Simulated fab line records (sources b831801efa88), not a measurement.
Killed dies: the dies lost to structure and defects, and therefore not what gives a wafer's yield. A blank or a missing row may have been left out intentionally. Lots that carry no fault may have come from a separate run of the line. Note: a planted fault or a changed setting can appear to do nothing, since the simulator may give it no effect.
The tool behind it: which one? | flow sky130 | 15 lots, 45 wafers sampled, at 4 steps of a route of 708

== WHAT THE GAUGES SHOWED, per wafer ==
SKY_POLY_GATE_THK_MEAS_04. Usual: for POLY_GATE_CVD_03_THK the level is 75.1 nm and the standard deviation is 0.8.
lot  | measured     | on            | POLY_GATE_CVD_03_THK (nm) | flag
L193 | day 15 06:37 | film-metro-04 | 74.6 74.8 74.3            |
L194 | day 15 12:55 | film-metro-02 | 74.5 74.6 74.6            |
L198 | day 16 22:22 | film-metro-04 | 76.0 76.4 76.5            |
L199 | day 17 03:46 | film-metro-02 | 74.2 74.0 74.0            |
L200 | day 17 17:23 | film-metro-03 | 75.7 75.7 75.5            |
L205 | day 19 11:53 | film-metro-02 | 74.8 74.2 73.5            |
L207 | day 20 06:38 | film-metro-02 | 74.6 74.7 75.2            |
L209 | day 21 05:40 | film-metro-02 | 75.6 75.3 75.4            |
L210 | day 21 09:23 | film-metro-04 | 77.1 76.7 77.2            |
L211 | day 21 18:02 | film-metro-04 | 75.6 76.1 75.3            |
L212 | day 22 08:25 | film-metro-02 | 75.8 75.6 75.6            |
L213 | day 22 11:58 | film-metro-03 | 74.8 74.8 74.1            |
L214 | day 22 23:36 | film-metro-04 | 75.8 76.0 75.8            |
L215 | day 23 08:37 | film-metro-04 | 75.0 75.0 75.5            |
L216 | day 23 14:51 | film-metro-02 | 74.7 74.8 75.3            |

SKY_LDD_LDN_OVL_MEAS_07. Usual: for LDD_LDN_OVL the level is 0.2 nm and the standard deviation is 1.7.
lot  | measured     | on         | LDD_LDN_OVL (nm) | flag
L193 | day 22 20:47 | overlay-01 | 2.5 -0.5 0.0     |
L194 | day 23 06:32 | overlay-02 | -1.6 0.2 -1.1    |
L198 | day 24 14:05 | overlay-02 | - - -            | OFF
L199 | day 24 22:17 | overlay-01 | - - -            | OFF
L200 | day 25 11:57 | overlay-01 | - - -            | OFF
L205 | day 27 03:44 | overlay-02 | -1.8 -2.4 -1.7   |
L207 | day 27 21:18 | overlay-01 | 0.5 0.1 0.8      |
L209 | day 28 19:32 | overlay-01 | 1.7 1.9 0.9      |
L210 | day 28 22:05 | overlay-02 | -0.7 1.5 -1.5    |
L211 | day 29 05:05 | overlay-02 | 1.9 -0.8 1.1     |
L212 | day 29 18:02 | overlay-02 | 0.2 1.3 -0.5     |
L213 | day 29 23:08 | overlay-02 | -0.3 -1.2 0.1    |
L214 | day 30 10:21 | overlay-01 | 3.4 2.4 3.1      |
L215 | day 30 17:29 | overlay-02 | -0.6 -0.6 0.2    |
L216 | day 30 23:39 | overlay-02 | 0.7 -1.6 -0.8    |

== WHICH TOOL RAN EACH LOT (tool, then ch and the chambers of the sampled wafers, then the start) ==
lot  | SKY_VT_ADJUST_PCH_STRIP_09           | SKY_LDD_LDN_DEVELOP_06
L193 | plasma-asher-02 ch 0,1, day 10 13:44 | litho-track-02 ch 0, day 22 20:39
L194 | plasma-asher-04 ch 0,1, day 10 17:55 | litho-track-02 ch 0, day 23 06:24
L198 | plasma-asher-01 ch 0,1, day 12 00:16 | litho-track-02, day 24 13:57
L199 | plasma-asher-01 ch 0,1, day 12 05:29 | litho-track-02, day 24 22:08
L200 | plasma-asher-01 ch 0,1, day 12 14:46 | litho-track-04, day 25 11:50
L205 | plasma-asher-04 ch 0,1, day 14 03:38 | litho-track-04 ch 0, day 27 03:35
L207 | plasma-asher-02 ch 0,1, day 14 19:40 | litho-track-04 ch 0, day 27 21:11
L209 | plasma-asher-04 ch 0,1, day 15 16:02 | litho-track-02 ch 0, day 28 19:24
L210 | plasma-asher-01 ch 0,1, day 15 21:22 | litho-track-04 ch 0, day 28 21:56
L211 | plasma-asher-04 ch 0,1, day 16 04:43 | litho-track-02 ch 0, day 29 04:56
L212 | plasma-asher-04 ch 0,1, day 16 16:52 | litho-track-01 ch 0, day 29 17:53
L213 | plasma-asher-04 ch 0,1, day 16 23:37 | litho-track-04 ch 0, day 29 23:01
L214 | plasma-asher-01 ch 0,1, day 17 01:43 | litho-track-04 ch 0, day 30 10:14
L215 | plasma-asher-01 ch 0,1, day 17 12:13 | litho-track-04 ch 0, day 30 17:20
L216 | plasma-asher-04 ch 0,1, day 17 17:20 | litho-track-01 ch 0, day 30 23:31
- SKY_VT_ADJUST_PCH_STRIP_09: strips in O2/N2.
- SKY_LDD_LDN_DEVELOP_06: develop time 60 s.

== AS READ BY THE TOOLS THEMSELVES (means over the sampled wafers that have a number; for cases with no such wafer, the mark the record gives instead) ==
SKY_VT_ADJUST_PCH_STRIP_09. Usual: drypump-motor-current-A 5.8 A, standard deviation 0.43; oes-product-au 0.723 a.u., standard deviation 0.0046; strip-time-to-endpoint-s 36.96 s, standard deviation 0.088.
lot  | tool            | drypump-motor-current-A (A) | oes-product-au (a.u.) | strip-time-to-endpoint-s (s) | flag
L193 | plasma-asher-02 | 6.0                         | 0.726                 | 36.86                        |
L194 | plasma-asher-04 | 6.1                         | 0.725                 | 37.05                        |
L198 | plasma-asher-01 | 5.3                         | 0.725                 | 36.92                        |
L199 | plasma-asher-01 | 5.6                         | 0.724                 | 36.97                        |
L200 | plasma-asher-01 | 5.3                         | 0.724                 | 36.96                        |
L205 | plasma-asher-04 | 6.2                         | 0.720                 | 37.03                        |
L207 | plasma-asher-02 | 6.0                         | 0.726                 | 36.93                        |
L209 | plasma-asher-04 | 6.1                         | 0.720                 | 36.83                        |
L210 | plasma-asher-01 | 5.6                         | 0.722                 | 36.98                        |
L211 | plasma-asher-04 | 6.2                         | 0.722                 | 37.08                        |
L212 | plasma-asher-04 | 6.2                         | 0.718                 | 36.97                        |
L213 | plasma-asher-04 | 6.2                         | 0.726                 | 36.88                        |
L214 | plasma-asher-01 | 5.3                         | 0.719                 | 36.97                        |
L215 | plasma-asher-01 | 5.3                         | 0.726                 | 36.99                        |
L216 | plasma-asher-04 | 6.2                         | 0.722                 | 36.98                        |

SKY_LDD_LDN_DEVELOP_06. Usual: chill-plate-temp-C at 23.01 C, with a standard deviation of 0.12.
lot  | tool           | chill-plate-temp-C (C) | flag
L193 | litho-track-02 | 23.03                  |
L194 | litho-track-02 | 23.11                  |
L198 | litho-track-02 | -                      | OFF
L199 | litho-track-02 | -                      | OFF
L200 | litho-track-04 | -                      | OFF
L205 | litho-track-04 | 23.01                  |
L207 | litho-track-04 | 22.99                  |
L209 | litho-track-02 | 22.91                  |
L210 | litho-track-04 | 23.01                  |
L211 | litho-track-02 | 23.13                  |
L212 | litho-track-01 | 22.90                  |
L213 | litho-track-04 | 22.97                  |
L214 | litho-track-04 | 23.02                  |
L215 | litho-track-04 | 23.08                  |
L216 | litho-track-01 | 23.01                  |

== THE ANSWER, worked out from the rows above alone ==
Rule: lot off if the mean of its wafers having a number is beyond 3 standard deviations from the usual mean. A lot without any number at a reading at which 4 lots or more have one is off too. Where the step has rows for the other lots, those lots are counted as sound. After the gauges, taken in route order, come the tools' own readings; for these a lot's mean is taken, as printed above. The first step at which some lot is off is used, and at that step the reading that is off furthest; a lot without a number counts as furthest.
Off: L198, L199, L200, seen at SKY_LDD_LDN_OVL_MEAS_07 (LDD_LDN_OVL). Without a number there: L198, L199, L200.
If a tool, at a process step before that reading, ran all the lots that are off and no sound lot after the first of them, it fits. Not tried: the gauges at SKY_LDD_LDN_OVL_MEAS_07; whatever is off there is also off at SKY_LDD_LDN_DEVELOP_06, on other tools, and gauge error can't account for it. Not one of the candidates tried fits.

== WHAT THE SIMULATOR PUT IN ==
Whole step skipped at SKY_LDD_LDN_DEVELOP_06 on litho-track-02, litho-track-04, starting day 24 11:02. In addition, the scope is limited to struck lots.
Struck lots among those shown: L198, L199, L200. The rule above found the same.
